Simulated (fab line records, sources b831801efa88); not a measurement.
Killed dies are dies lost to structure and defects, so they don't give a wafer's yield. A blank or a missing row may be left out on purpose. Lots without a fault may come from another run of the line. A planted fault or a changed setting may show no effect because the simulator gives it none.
A struck lot beside a sound one | flow gf180mcu | 14 steps out of a route of 602
Sound: wafers L287.1, L287.2, L287.4. Struck: wafer L274.5. (L274.4, L274.6 of the same lot were not struck and are left out.) The cause comes at the end.
At each step with rows: each side's tool, then ch and its chambers, then its first start. Under that, the readings that differ: sound wafers | struck wafers | difference of the means | sigmas: that difference in standard deviations of wafers without a fault.
alike: readings whose means differ by less than 2 such deviations, and words and numbers that are the same on both sides. not compared: withheld readings, readings that some wafer has no value for, bounds like >300 that may hide the same value, and numbers for which the record gives no deviation and whose values overlap.
The two part at a step that has a row with sigmas, a row that says differs or no value, or rows on one side only. Numbers that don't overlap but have no deviation are shown without sigmas and don't part them. A reading that every wafer of one side lacks parts them only if that side has two wafers or more.

GF_V4_CD_MEAS_14: target cd 260 nm.
  sound on cd_sem-01, day 30 13:22; struck on cd_sem-02, day 26 13:02
  alike: cd_nm
GF_V4_OVL_MEAS_15:
  sound on overlay-02, day 30 13:29; struck on overlay-02, day 26 13:07
  alike: V4_OVL
GF_V4_ETCH_16: etches BARC in N2/H2.
  sound on rie_diel-01 ch 0,2, day 30 13:32; struck on rie_diel-04 ch 3, day 26 13:08
  alike: drypump_motor_current_A, oes_product_au, throttle_valve_pct
GF_V4_ETCH_17: etches SiO2 in C4F8/O2/Ar, stops on TiN, target depth 630 nm.
  sound on rie_diel-01 ch 0,2; struck on rie_diel-04 ch 3
  alike: oes_product_au
GF_V4_STRIP_18: strips in O2/N2.
  sound on plasma_asher-01 ch 0,1, day 30 13:40; struck on plasma_asher-03 ch 0, day 26 13:18
  reading            | sound       | struck | difference | sigmas
  heater_power_w (W) | 358 276 284 | 387    | +81        | +2
  alike: drypump_motor_current_A, oes_product_au
  not compared: rf_hours_counter_h
then, 3 steps without rows for these wafers: GF_V4_STRIP_19 (strips in post etch residue remover, time 1200 s); GF_V4_CLEAN_20 (cleans in DIW); GF_V4_SPUTTER_21 (material Ti, target thk 15 nm, time 80.02 s).
GF_V4_SPUTTER_22: material TiN, target thk 10 nm, time 40 s.
  sound on pvd_sputter-03, day 30 14:19; struck on pvd_sputter-02, day 26 13:52
  alike: throttle_valve_pct
then, 1 step without rows for these wafers: GF_V4_CVD_23 (deposits W, target thk 350 nm, time 104.9 s).
GF_V4_RS_MEAS_24: measures by four-point-probe.
  sound on film_metro-01, day 30 14:28; struck on film_metro-02, day 26 14:05
  alike: V4_W_RS
GF_V4_THK_MEAS_25: measures by xrf.
  sound on film_metro-01, day 30 14:35; struck on film_metro-02, day 26 14:11
  reading       | sound       | struck | difference | sigmas
  V4_W_THK (nm) | 350 339 337 | 355    | +13        | +2
GF_V4_CMP_26: polishes, stops on SiO2, t overpolish 15 s, target thk 0 nm.
  sound on cmp-01 ch 1,2,3, day 30 14:39; struck on cmp-01 ch 2, day 26 14:19
  reading                | sound                | struck | difference | sigmas
  overpolish_run_s (s)   | 15.000 15.001 14.987 | 0.055  | -14.941    | -99 or more
  time_to_endpoint_s (s) | 83 83 80             | 131    | +49        | +15
  alike: motor_current_A
GF_MIM_SPUTTER_00: material Ti, target thk 37.5 nm, time 150 s.
  the record has rows for the sound wafers here (pvd_sputter-02, day 30 14:57) and none for the struck ones

WHERE THEY PART
First at GF_V4_STRIP_18; last, within this record, at GF_MIM_SPUTTER_00.

WHY: what the simulator had put in
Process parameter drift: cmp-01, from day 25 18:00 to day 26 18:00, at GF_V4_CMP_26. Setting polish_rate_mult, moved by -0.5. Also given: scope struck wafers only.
